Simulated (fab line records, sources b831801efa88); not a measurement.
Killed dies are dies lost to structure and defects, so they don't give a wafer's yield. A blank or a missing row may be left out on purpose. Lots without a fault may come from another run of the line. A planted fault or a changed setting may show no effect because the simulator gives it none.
fab line records | flow gf180mcu
record lots=5 wafers=15 last_day=32
route steps=602 shown VT_IMPLANT@123
lots that met no fault: from a run of the same line without faults
start_h: hours from the record's first day to the start of the lot's first wafer shown | wait_h: hours since the lot's step before | " the same as in the row above | L1.1+2: a row that stands for several wafers | - no value, or no start given | * or withheld: withheld | < > ~ a bound
route shown NAME@n: a module of which the file shows steps, and the number in the route of the first | usual: mean/standard deviation of fault-free wafers | same: alike in all rows | chamber/n: place in a boat | sites: the reading at each site | _std_site: their standard deviation | _edge_site: outer sites' mean less inner sites' | radius_mm: how far each site lies from the wafer's centre | mask NAME#n: copy n | behind: the tool/chamber that last shaped the wafer | hold: why the lot was held/for how many hours/how that ended | device: the transistor (n, p or np) that didn't switch | end of line: the same wafers' tests at the end of the route | a step without rows: its recipe alone | killed: dies lost to structure and defects at the first sort, not the wafer's yield | map: a wafer's dies, x killed, . not, _ none there
set.NAME: the setting as run; set.NAME@STEP: as run at that earlier step | model.NAME: the simulator's own value behind a step, which no gauge read
lots at some steps of the route; a table a step, a row a wafer
services: from which hour (start_h, from the record's first day; less than 0 if before it) a tool's chamber was out of use, for how many hours, and why
## steps
# step GF_VT_IMPLANT_DEHYDRATE_33
# recipe temp_c=200 time_s=60
# columns lot.wafer tool chamber start_h wait_h
L077.1+4+5 litho_track-01 0 170.55 8.0
L078.1+3+4 litho_track-03 0 176.13 7.8
L080.2+5+6 litho_track-02 0 200.54 7.5
L083.1+3+5 litho_track-03 0 217.38 8.4
L087.4+5+6 litho_track-03 0 237.86 8.5
# step GF_VT_IMPLANT_HMDS_34
# recipe prime_time_s=60 prime_temp_c=120
# columns lot.wafer tool chamber start_h wait_h
L077.1+4+5 litho_track-01 0 170.70 0.1
L078.1+3+4 litho_track-03 0 176.28 0.1
L080.2+5+6 litho_track-02 0 200.69 0.1
L083.1+3+5 litho_track-03 0 217.53 0.1
L087.4+5+6 litho_track-03 0 238.01 0.1
# step GF_VT_IMPLANT_COAT_35
# recipe resist=NOVOLAK spin_rpm=3000 resist_thk_nm=1000
# columns lot.wafer tool chamber start_h wait_h
L077.1+4+5 litho_track-01 0 170.85 0.1
L078.1+3+4 litho_track-03 0 176.43 0.1
L080.2+5+6 litho_track-02 0 200.84 0.1
L083.1+3+5 litho_track-03 0 217.68 0.1
L087.4+5+6 litho_track-03 0 238.16 0.1
# step GF_VT_IMPLANT_SOFTBAKE_36
# recipe temp_c=90 time_s=60 resist=NOVOLAK
# columns lot.wafer tool chamber start_h wait_h
L077.1+4+5 litho_track-01 0 171.00 0.1
L078.1+3+4 litho_track-03 0 176.58 0.1
L080.2+5+6 litho_track-02 0 200.99 0.1
L083.1+3+5 litho_track-03 0 217.83 0.1
L087.4+5+6 litho_track-03 0 238.31 0.1
# step GF_VT_IMPLANT_EXPOSE_37
# recipe mask_id=Nwell_HV_AREA target_cd_nm=860 na=0.6 source_shape=conventional sigma_outer=0.6 dose_mj=140
# columns lot.wafer tool chamber start_h wait_h mask
L077.1+4+5 iline_stepper-02 0 - - Nwell_HV_AREA#0
L078.1+3+4 iline_stepper-01 0 - - Nwell_HV_AREA#0
L080.2+5+6 iline_stepper-01 0 - - Nwell_HV_AREA#0
L083.1+3+5 iline_stepper-01 0 - - Nwell_HV_AREA#0
L087.4+5+6 iline_stepper-02 0 - - Nwell_HV_AREA#0
# step GF_VT_IMPLANT_PEB_38
# recipe temp_c=withheld time_s=* resist=NOVOLAK
# columns lot.wafer tool chamber start_h wait_h
L077.1+4+5 litho_track-01 0 - -
L078.1+3+4 litho_track-02 0 - -
L080.2+5+6 litho_track-02 0 - -
L083.1+3+5 litho_track-03 0 - -
L087.4+5+6 litho_track-03 0 - -
# step GF_VT_IMPLANT_DEVELOP_39
# recipe develop_time_s=60 dev_temp_c=23
# same develop_time_s=60
# columns lot.wafer tool chamber start_h wait_h
L077.1+4+5 litho_track-01 0 179.20 0.1
L078.1+3+4 litho_track-02 0 185.11 0.1
L080.2+5+6 litho_track-02 0 209.89 0.1
L083.1+3+5 litho_track-03 0 226.98 0.1
L087.4+5+6 litho_track-03 0 247.61 0.1
# step GF_VT_IMPLANT_OVL_MEAS_40
# usual VT_IMPLANT_03_OVL=-0.7/1.4
# columns lot.wafer tool chamber start_h wait_h VT_IMPLANT_03_OVL[nm]
L077.1 overlay-02 - 179.35 0.1 -1.8
L077.4 " - " " 1.8
L077.5 " - " " 0.7
L078.1 overlay-01 - 185.26 0.1 -0.9
L078.3 " - " " 0.3
L078.4 " - " " -0.6
L080.2 overlay-01 - 210.02 0.1 0.1
L080.5 " - " " 0.1
L080.6 " - " " -0.5
L083.1 overlay-02 - 227.13 0.1 -1.5
L083.3 " - " " -2.9
L083.5 " - " " -1.0
L087.4 overlay-02 - 247.70 0.1 1.8
L087.5 " - " " 0.0
L087.6 " - " " 2.9
# step GF_VT_IMPLANT_IMPLANT_41
# recipe species=As energy_kev=70 dose_cm2=1.013e+12 tilt_deg=7
# usual beam_energy_keV=69.996/0.021
# columns lot.wafer tool chamber start_h wait_h beam_energy_keV
L077.1 implanter-01 0 179.39 0.0 69.968
L077.4 " 0 " " 69.972
L077.5 " 0 " " 69.976
L078.1 implanter-01 0 185.30 0.0 69.990
L078.3 " 0 " " 70.014
L078.4 " 0 " " 69.995
L080.2 implanter-02 0 210.07 0.0 69.999
L080.5 " 0 " " 69.956
L080.6 " 0 " " 69.980
L083.1 implanter-03 0 227.17 0.0 69.984
L083.3 " 0 " " 69.988
L083.5 " 0 " " 69.960
L087.4 implanter-02 0 247.79 0.1 70.019
L087.5 " 0 " " 70.017
L087.6 " 0 " " 70.036
# step GF_VT_IMPLANT_STRIP_42
# recipe chemistry=O2/N2 power_w=1400 pressure_mtorr=1500 platen_temp_c=250 o2_flow_sccm=3000 n2_flow_sccm=300 overash_fraction=0.5
# usual drypump_motor_current_A=5.6/0.38 heater_power_w=347/51 oes_product_au=0.716/0.0048 platen_temp_c=249.99/0.2 strip_time_to_endpoint_s=12.64/0.042
# columns lot.wafer tool chamber start_h wait_h drypump_motor_current_A heater_power_w oes_product_au platen_temp_c rf_hours_counter_h strip_time_to_endpoint_s
L077.1 plasma_asher-02 1 179.54 0.1 5.8 425 0.710 250.19 58 12.57
L077.4 " 1 " " 5.8 413 0.715 249.92 - 12.61
L077.5 " 0 " " 5.0 379 0.716 250.31 - 12.61
L078.1 plasma_asher-02 0 185.45 0.1 5.0 376 0.722 249.96 59 12.69
L078.3 " 1 " " 5.8 413 0.715 249.87 - 12.67
L078.4 " 0 " " 5.0 373 0.721 250.08 - 12.68
L080.2 plasma_asher-02 0 210.20 0.1 5.0 384 0.714 250.27 61 12.67
L080.5 " 0 " " 5.0 383 0.715 250.34 - 12.62
L080.6 " 1 " " 5.8 417 0.713 249.71 - 12.66
L083.1 plasma_asher-02 1 227.32 0.1 5.8 427 0.717 249.88 63 12.63
L083.3 " 1 " " 5.8 423 0.707 249.70 - 12.65
L083.5 " 0 " " 5.0 391 0.719 249.55 - 12.66
L087.4 plasma_asher-04 0 247.90 0.1 5.6 327 0.708 249.91 - 12.71
L087.5 " 1 " " 5.6 300 0.715 250.05 - 12.64
L087.6 " 0 " " 5.6 328 0.711 250.32 - 12.70
# step GF_VT_IMPLANT_TW_MEAS_43
# usual VT_IMPLANT_4_TW=689/6.7
# columns lot.wafer tool chamber start_h wait_h VT_IMPLANT_4_TW
L077.1 film_metro-04 - 179.64 0.1 691
L077.4 " - " " 688
L077.5 " - " " 686
L078.1 film_metro-04 - 185.55 0.1 693
L078.3 " - " " 691
L078.4 " - " " 689
L080.2 film_metro-02 - 210.31 0.1 680
L080.5 " - " " 677
L080.6 " - " " 679
L083.1 film_metro-04 - 227.42 0.1 693
L083.3 " - " " 694
L083.5 " - " " 689
L087.4 film_metro-02 - 248.00 0.1 689
L087.5 " - " " 687
L087.6 " - " " 689
## services
# columns tool chamber start_h hours kind
implanter-03 - 147.92 9.1 repair
plasma_asher-02 - 155.52 14.6 pm
iline_stepper-02 0 157.03 - calibration
plasma_asher-04 - 164.07 2.4 repair
implanter-01 - 168.01 1.1 repair
implanter-01 - 171.31 5.7 pm
implanter-03 - 187.07 8.7 pm
implanter-03 - 207.47 3.5 pm
iline_stepper-01 - 210.07 1.7 pm
iline_stepper-01 0 243.18 - calibration
## key
fault none
